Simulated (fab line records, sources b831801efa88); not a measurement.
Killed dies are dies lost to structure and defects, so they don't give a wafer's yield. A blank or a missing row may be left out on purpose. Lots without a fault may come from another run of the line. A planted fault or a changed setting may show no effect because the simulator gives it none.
Split-lot experiment | flow gf180mcu | 5 lots, 27 wafers read, on a route of 602 steps

THE SPLIT
At GF_M3_METAL_ETCH_16 (etches the open film in Cl2/BCl3, stops on SiO2, target depth 627.5 nm, time 104.6 s), the setting time_s was moved away from the recipe's 104.6 s on 9 of the 27 wafers read, by -55.7% to +34.2%. The other wafers ran this setting at the recipe's value.

The file shows no step between the split and the reading.

THE READING
oes_product_au, in a.u., at GF_M3_STRIP_17 (strips in O2/N2). Fault-free wafers of this fab line usually give 0.557 a.u., standard deviation 0.0055 a.u..

wafer  | tool, chamber at the split | time_s as run, s | against the recipe | oes_product_au, a.u. | against lot-mates on the recipe
L077.1 | rie_metal-02, 0            | 140.4            | +34.2%             | 0.526                | -0.032
L077.2 | rie_metal-02, 1            | 104.6            | recipe             | 0.549                | -
L077.3 | rie_metal-02, 1            | 104.6            | recipe             | 0.567                | -
L077.4 | rie_metal-02, 0            | 104.6            | recipe             | 0.559                | -
L077.5 | rie_metal-02, 1            | 140.4            | +34.2%             | 0.519                | -0.039
L077.6 | rie_metal-02, 0            | 140.4            | +34.2%             | 0.526                | -0.032
L076.1 | rie_metal-03, 1            | 46.29            | -55.7%             | 0.606                | +0.049
L076.2 | rie_metal-03, 0            | 104.6            | recipe             | 0.565                | -
L076.3 | rie_metal-03, 0            | 46.29            | -55.7%             | 0.603                | +0.046
L076.4 | rie_metal-03, 1            | 104.6            | recipe             | 0.555                | -
L076.5 | rie_metal-03, 0            | 46.29            | -55.7%             | 0.607                | +0.050
L076.6 | rie_metal-03, 1            | 104.6            | recipe             | 0.551                | -
L081.1 | rie_metal-02, 1            | 104.6            | recipe             | 0.560                | -
L081.2 | rie_metal-02, 0            | 104.6            | recipe             | 0.556                | -
L081.3 | rie_metal-02, 0            | 104.6            | recipe             | 0.553                | -
L081.4 | rie_metal-02, 1            | 104.6            | recipe             | 0.557                | -
L081.5 | rie_metal-02, 1            | 104.6            | recipe             | 0.547                | -
L081.6 | rie_metal-02, 0            | 104.6            | recipe             | 0.548                | -
L080.1 | rie_metal-01, 0            | 104.6            | recipe             | 0.550                | -
L080.3 | rie_metal-01, 1            | 104.6            | recipe             | 0.558                | -
L080.4 | rie_metal-01, 0            | 104.6            | recipe             | 0.551                | -
L084.1 | rie_metal-01, 1            | 75.92            | -27.4%             | 0.583                | +0.028
L084.2 | rie_metal-01, 0            | 75.92            | -27.4%             | 0.592                | +0.037
L084.3 | rie_metal-01, 1            | 104.6            | recipe             | 0.552                | -
L084.4 | rie_metal-01, 0            | 75.92            | -27.4%             | 0.589                | +0.034
L084.5 | rie_metal-01, 0            | 104.6            | recipe             | 0.554                | -
L084.6 | rie_metal-01, 1            | 104.6            | recipe             | 0.559                | -

THE FIT
A straight line over all 27 wafers: oes_product_au changes by -0.000944 a.u. for each +1% of time_s; r = -0.97; the points scatter about the line by 0.0056 a.u..
The same after taking each lot's own level away (the mean of its wafers on the recipe; 27 wafers): -0.000951 a.u. for each +1%; r = -0.97; scatter 0.0056 a.u..
On that fit, the largest move of time_s shifts the reading by 0.053 a.u..
The lots' own levels span 0.5530 to 0.5583 a.u., that is 1.0 times the standard deviation above.
So the lot-to-lot level changes the slope little: the two slopes agree.
Check: with one of the wafers moved furthest among these (-55.7%) left out of the fit, the line predicts +0.0541 a.u. for it against its lot-mates. It came out at +0.049 a.u. against them.

OTHER SPLITS ON THESE WAFERS
These wafers also went through other splits before the reading. Each is held against what the fit with the lots' levels taken away leaves over:
other split on the same wafers      | wafers away from the commonest value | r with oes_product_au (lot level and that fit taken away)
GF_DUAL_GATE_OXIDATION_02 ox_time_s | 21                                   | -0.07
GF_POLY_GATE_ETCH_13 time_s         | 9                                    | +0.33
GF_SAB_DEVELOP_08 develop_time_s    | 6                                    | -0.16
GF_V1_SPUTTER_22 time_s             | 9                                    | +0.30

THE WHOLE CHAIN: every reading that the file lists as answering this split, in the file's order
step                | what it does                                                                         | reading                                                                   | change (the file's fit)                                                              | r (the file's)
GF_M3_METAL_ETCH_16 | etches the open film in Cl2/BCl3, stops on SiO2, target depth 627.5 nm, time 104.6 s | M3.feature_depth_nm (the simulator's own value, which no gauge read)      | not straight: 277.9 at the lowest setting, 600.6 at the recipe, 595.2 at the highest | not given
GF_M3_METAL_ETCH_16 | etches the open film in Cl2/BCl3, stops on SiO2, target depth 627.5 nm, time 104.6 s | KrF_of_M3_COAT_09.thk_nm (the simulator's own value, which no gauge read) | -2.47 nm for each +1% of the setting                                                 | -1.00
GF_M3_STRIP_17      | strips in O2/N2                                                                      | oes_product_au                                                            | -0.000948 a.u. for each +1% of the setting                                           | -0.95
GF_M3_STRIP_17      | strips in O2/N2                                                                      | strip_time_to_endpoint_s                                                  | withheld for each +1% of the setting                                                 | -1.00

THE FILE'S OWN FIT
oes_product_au changes by -0.000948 a.u. for each +1% of time_s, r = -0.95.
